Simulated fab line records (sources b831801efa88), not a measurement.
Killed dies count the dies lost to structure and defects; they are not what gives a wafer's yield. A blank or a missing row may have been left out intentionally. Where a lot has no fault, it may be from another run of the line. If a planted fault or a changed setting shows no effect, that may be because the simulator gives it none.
Split-lot study	flow gf180mcu	5 lots, 27 wafers read, on a route of 602 steps

SPLIT DETAILS
At GF_MIM_SPUTTER_08 (material AlCu, target thk 200 nm, time 10.6 s), the setting time s was moved away from the recipe's 10.6 s on 12 of the 27 wafers read, by +35.8% to +58.1%. All remaining wafers had this setting at the recipe value.

FROM THE SPLIT TO THE READING: what the file shows between them, 2 steps
- GF_MIM_SPUTTER_09: material TiN, target thk 35 nm, time 29.2 s (also split here: time s)
- GF_MIM_RS_MEAS_10: measures by four-point-probe

THE READING
MIM_ALCU_THK, in nm, at GF_MIM_THK_MEAS_11 (measures by xrf). Fault-free wafers of this fab line usually give 200.8 nm, standard deviation 2.2 nm.

wafer	tool, chamber at the split	time s as run, s	against the recipe	MIM_ALCU_THK, nm	against lot-mates on the recipe
L074.1	pvd sputter-01, -	10.6	recipe	195.9	-
L074.2	pvd sputter-01, -	10.6	recipe	193.8	-
L074.3	pvd sputter-01, -	16.76	+58.1%	318.3	+121.0
L074.4	pvd sputter-01, -	10.6	recipe	202.1	-
L074.5	pvd sputter-01, -	16.76	+58.1%	304.7	+107.4
L074.6	pvd sputter-01, -	16.76	+58.1%	318.6	+121.3
L077.1	pvd sputter-02, -	10.6	recipe	204.0	-
L077.2	pvd sputter-02, -	10.6	recipe	198.4	-
L077.3	pvd sputter-02, -	10.6	recipe	200.1	-
L077.4	pvd sputter-02, -	14.4	+35.8%	275.2	+74.4
L077.5	pvd sputter-02, -	14.4	+35.8%	276.6	+75.8
L077.6	pvd sputter-02, -	14.4	+35.8%	277.6	+76.8
L080.1	pvd sputter-01, -	10.6	recipe	199.4	-
L080.2	pvd sputter-01, -	10.6	recipe	199.2	-
L080.3	pvd sputter-01, -	14.43	+36.1%	273.9	+73.7
L080.4	pvd sputter-01, -	10.6	recipe	202.0	-
L080.5	pvd sputter-01, -	14.43	+36.1%	270.3	+70.1
L080.6	pvd sputter-01, -	14.43	+36.1%	271.1	+70.9
L082.1	pvd sputter-04, -	10.6	recipe	203.6	-
L082.2	pvd sputter-04, -	10.6	recipe	207.8	-
L082.3	pvd sputter-04, -	10.6	recipe	209.6	-
L082.4	pvd sputter-04, -	15.04	+41.9%	296.7	+89.7
L082.5	pvd sputter-04, -	15.04	+41.9%	281.5	+74.5
L082.6	pvd sputter-04, -	15.04	+41.9%	286.7	+79.7
L083.2	pvd sputter-02, -	10.6	recipe	201.0	-
L083.3	pvd sputter-02, -	10.6	recipe	203.5	-
L083.4	pvd sputter-02, -	10.6	recipe	198.6	-

THE FIT
A straight line over all 27 wafers: MIM_ALCU_THK changes by +1.99 nm for each +1% of time s; r = +0.99; the points scatter about the line by 4.9 nm.
The same after taking each lot's own level away (the mean of its wafers on the recipe; 27 wafers): +2 nm for each +1%; r = +1.00; scatter 4.1 nm.
The reading moves by 1.2e+02 nm for the largest change in time s, on that fit.
Across the lots, their own levels run from 197.27 to 207.00 nm, a range of 4.4 times the standard deviation given above.
Hence the lot-to-lot level has little effect on the slope; both slopes agree.
Check: for one of the wafers moved furthest among these (+58.1%), held out of the fit, the line's prediction against its lot-mates is +116 nm. Against them it came out at +121 nm.

ADDITIONAL SPLITS CARRIED BY THESE WAFERS
These wafers also went through other splits before the reading. Each is held against what the fit with the lots' levels taken away leaves over:
other split on the same wafers	wafers away from the commonest value	r with MIM_ALCU_THK (lot level and that fit taken away)
GF_STI_OXIDATION_01 ox time s	18	-0.14
GF_SAB_DEVELOP_08 develop time s	9	+0.13
GF_M3_SPUTTER_04 time s	9	+0.15
GF_M4_SPUTTER_03 time s	9	+0.12
GF_MIM_SPUTTER_09 time s	9	-0.56

THE WHOLE CHAIN: every reading that the file lists as answering this split, in the file's order
step	what it does	reading	change (the file's fit)	r (the file's)
GF_MIM_SPUTTER_08	material AlCu, target thk 200 nm, time 10.6 s	AlCu_of_MIM_SPUTTER_08.thk nm (the simulator's own value, which no gauge read)	+2 nm for each +1% of the setting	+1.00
GF_MIM_RS_MEAS_10	measures by four-point-probe	MIM_ALCU_RS	-0.00112 for each +1% of the setting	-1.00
GF_MIM_THK_MEAS_11	measures by xrf	MIM_ALCU_THK	+2 for each +1% of the setting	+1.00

FILE'S OWN FIT
MIM_ALCU_THK changes by +2 nm for each +1% of time s, r = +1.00.
